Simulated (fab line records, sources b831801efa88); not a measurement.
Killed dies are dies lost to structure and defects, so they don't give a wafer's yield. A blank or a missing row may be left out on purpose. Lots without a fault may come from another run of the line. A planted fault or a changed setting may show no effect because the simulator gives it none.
Which tool did it? | flow gf180mcu | 24 lots, 72 wafers sampled, at 4 steps of a route of 602

WHAT THE GAUGES READ, wafer by wafer
GF_M1_THK_MEAS_06: measures by xrf.
lot  | measured     | on            | M1_ALCU_THK (nm)
L074 | day 16 03:02 | film_metro-03 | 462 466 454
L075 | day 16 16:39 | film_metro-03 | 455 461 464
L076 | day 16 21:03 | film_metro-04 | 460 450 458
L077 | day 17 08:29 | film_metro-04 | 459 458 461
L078 | day 18 00:18 | film_metro-03 | 458 455 458
L079 | day 18 03:01 | film_metro-04 | 464 466 466
L080 | day 18 14:50 | film_metro-04 | 456 461 461
L081 | day 18 20:01 | film_metro-02 | 460 458 463
L082 | day 19 06:18 | film_metro-02 | 464 461 462
L083 | day 19 08:56 | film_metro-02 | 461 465 468
L084 | day 20 02:41 | film_metro-03 | 464 469 465
L085 | day 20 17:53 | film_metro-03 | 460 452 465
L086 | day 20 19:11 | film_metro-02 | 454 450 455
L087 | day 21 06:09 | film_metro-04 | 455 450 449
L088 | day 21 14:47 | film_metro-04 | 457 461 451
L089 | day 22 02:05 | film_metro-03 | 460 459 455
L090 | day 22 10:01 | film_metro-04 | 452 455 451
L091 | day 22 14:20 | film_metro-03 | 460 467 457
L092 | day 22 23:30 | film_metro-04 | 457 451 449
L093 | day 23 02:17 | film_metro-02 | 448 446 449
L094 | day 23 11:22 | film_metro-03 | 447 449 452
L095 | day 23 18:17 | film_metro-03 | 465 459 461
L096 | day 24 05:01 | film_metro-04 | 455 458 461
L097 | day 24 12:01 | film_metro-04 | 457 463 454

GF_V2_THK_MEAS_25: measures by xrf.
lot  | measured     | on            | V2_W_THK (nm)
L074 | day 20 08:00 | film_metro-02 | 342 341 344
L075 | day 20 22:13 | film_metro-02 | 348 343 339
L076 | day 21 01:56 | film_metro-04 | 347 347 347
L077 | day 21 15:50 | film_metro-04 | 340 340 338
L078 | day 22 07:35 | film_metro-02 | 346 354 351
L079 | day 22 09:46 | film_metro-02 | 348 346 347
L080 | day 22 21:44 | film_metro-02 | 346 344 348
L081 | day 23 01:27 | film_metro-04 | 348 350 347
L082 | day 23 10:32 | film_metro-01 | 352 348 347
L083 | day 23 13:33 | film_metro-02 | 345 346 346
L084 | day 24 05:29 | film_metro-02 | 349 346 350
L085 | day 24 20:08 | film_metro-01 | 351 350 348
L086 | day 24 21:52 | film_metro-01 | 345 353 342
L087 | day 25 07:28 | film_metro-01 | 333 339 335
L088 | day 25 14:57 | film_metro-04 | 346 352 350
L089 | day 26 01:11 | film_metro-04 | 336 346 335
L090 | day 26 07:28 | film_metro-02 | 352 342 347
L091 | day 26 12:26 | film_metro-01 | 351 348 351
L092 | day 26 19:16 | film_metro-02 | 337 343 329
L093 | day 26 22:46 | film_metro-02 | 347 344 344
L094 | day 27 08:23 | film_metro-01 | 342 347 341
L095 | day 27 13:02 | film_metro-04 | 336 335 332
L096 | day 27 21:50 | film_metro-01 | 350 345 351
L097 | day 28 06:22 | film_metro-04 | 343 342 335

WHICH TOOL RAN EACH LOT (tool, then ch and the chambers of the sampled wafers, then the start)
lot  | GF_M2_SPUTTER_00             | GF_V2_SPUTTER_21
L074 | pvd_sputter-01, day 18 04:05 | pvd_sputter-04, day 20 07:39
L075 | pvd_sputter-03, day 18 18:42 | pvd_sputter-01, day 20 21:53
L076 | pvd_sputter-01, day 18 22:04 | pvd_sputter-02, day 21 01:36
L077 | pvd_sputter-03, day 19 12:05 | pvd_sputter-04, day 21 15:30
L078 | pvd_sputter-01, day 20 04:20 | pvd_sputter-04, day 22 07:14
L079 | pvd_sputter-01, day 20 06:22 | pvd_sputter-04, day 22 09:26
L080 | pvd_sputter-02, day 20 18:59 | pvd_sputter-04, day 22 21:25
L081 | pvd_sputter-02, day 20 23:25 | pvd_sputter-01, day 23 01:06
L082 | pvd_sputter-01, day 21 09:37 | pvd_sputter-04, day 23 10:11
L083 | pvd_sputter-02, day 21 11:34 | pvd_sputter-02, day 23 13:13
L084 | pvd_sputter-02, day 22 05:55 | pvd_sputter-02, day 24 05:09
L085 | pvd_sputter-02, day 22 20:59 | pvd_sputter-02, day 24 19:48
L086 | pvd_sputter-02, day 22 22:20 | pvd_sputter-01, day 24 21:31
L087 | pvd_sputter-01, day 23 08:14 | pvd_sputter-04, day 25 07:07
L088 | pvd_sputter-02, day 23 16:26 | pvd_sputter-04, day 25 14:30
L089 | pvd_sputter-01, day 24 03:29 | pvd_sputter-04, day 26 00:49
L090 | pvd_sputter-01, day 24 10:23 | pvd_sputter-02, day 26 07:07
L091 | pvd_sputter-03, day 24 15:20 | pvd_sputter-04, day 26 12:06
L092 | pvd_sputter-03, day 24 22:40 | pvd_sputter-04, day 26 18:55
L093 | pvd_sputter-02, day 25 02:05 | pvd_sputter-01, day 26 22:26
L094 | pvd_sputter-03, day 25 10:57 | pvd_sputter-02, day 27 08:03
L095 | pvd_sputter-02, day 25 16:59 | pvd_sputter-01, day 27 12:42
L096 | pvd_sputter-01, day 26 02:51 | pvd_sputter-01, day 27 21:31
L097 | pvd_sputter-01, day 26 11:20 | pvd_sputter-01, day 28 06:02
- GF_M2_SPUTTER_00: material Ti, target thk 37.5 nm, time 150 s.
- GF_V2_SPUTTER_21: material Ti, target thk 15 nm, time 80.02 s.

WHAT THE TOOLS THEMSELVES READ (means of the sampled wafers that have a number; where no wafer has one, the mark that the record gives instead)
GF_M2_SPUTTER_00.
lot  | tool           | throttle_valve_pct (%)
L074 | pvd_sputter-01 | 29.3
L075 | pvd_sputter-03 | 29.7
L076 | pvd_sputter-01 | 29.9
L077 | pvd_sputter-03 | 29.6
L078 | pvd_sputter-01 | 30.0
L079 | pvd_sputter-01 | 29.9
L080 | pvd_sputter-02 | 30.2
L081 | pvd_sputter-02 | 30.1
L082 | pvd_sputter-01 | 30.0
L083 | pvd_sputter-02 | 30.0
L084 | pvd_sputter-02 | 30.3
L085 | pvd_sputter-02 | 30.3
L086 | pvd_sputter-02 | 30.6
L087 | pvd_sputter-01 | 29.5
L088 | pvd_sputter-02 | 30.2
L089 | pvd_sputter-01 | 29.3
L090 | pvd_sputter-01 | 30.4
L091 | pvd_sputter-03 | 29.6
L092 | pvd_sputter-03 | 30.0
L093 | pvd_sputter-02 | 30.1
L094 | pvd_sputter-03 | 30.0
L095 | pvd_sputter-02 | 30.3
L096 | pvd_sputter-01 | 30.0
L097 | pvd_sputter-01 | 29.5

GF_V2_SPUTTER_21.
lot  | tool           | throttle_valve_pct (%)
L074 | pvd_sputter-04 | 30.0
L075 | pvd_sputter-01 | 30.0
L076 | pvd_sputter-02 | 30.2
L077 | pvd_sputter-04 | 30.5
L078 | pvd_sputter-04 | 29.9
L079 | pvd_sputter-04 | 29.8
L080 | pvd_sputter-04 | 30.3
L081 | pvd_sputter-01 | 28.7
L082 | pvd_sputter-04 | 29.7
L083 | pvd_sputter-02 | 30.3
L084 | pvd_sputter-02 | 30.3
L085 | pvd_sputter-02 | 30.2
L086 | pvd_sputter-01 | 29.2
L087 | pvd_sputter-04 | 29.7
L088 | pvd_sputter-04 | 29.7
L089 | pvd_sputter-04 | 30.3
L090 | pvd_sputter-02 | 30.1
L091 | pvd_sputter-04 | 30.2
L092 | pvd_sputter-04 | 30.3
L093 | pvd_sputter-01 | 30.0
L094 | pvd_sputter-02 | 30.4
L095 | pvd_sputter-01 | 29.5
L096 | pvd_sputter-01 | 29.8
L097 | pvd_sputter-01 | 30.2

THE ANSWER, worked out from the rows above alone
Rule: what is usual is taken from the lots themselves. Put in order of their means at a reading, lots are off if they are a third of the lots or fewer, leave a main group of 4 or more, and stand apart from it by a gap of 3 or more times the standard deviation of the main group's means; of several such gaps the widest counts. A main group whose means are all the same, to the digits that the tables above print for the reading, isn't used. A lot without any number at a reading at which 4 lots or more have one is off too. The other lots that the step has rows for count as sound. The gauges are gone through in route order, then the tools' own readings, and for those a lot's mean is taken as printed above. The first step at which some lot is off is used, and at that step the reading that is off furthest; a lot without a number counts as furthest.
No lot is off at any reading shown: from this, nothing can be told.

WHAT THE SIMULATOR HAD PUT IN
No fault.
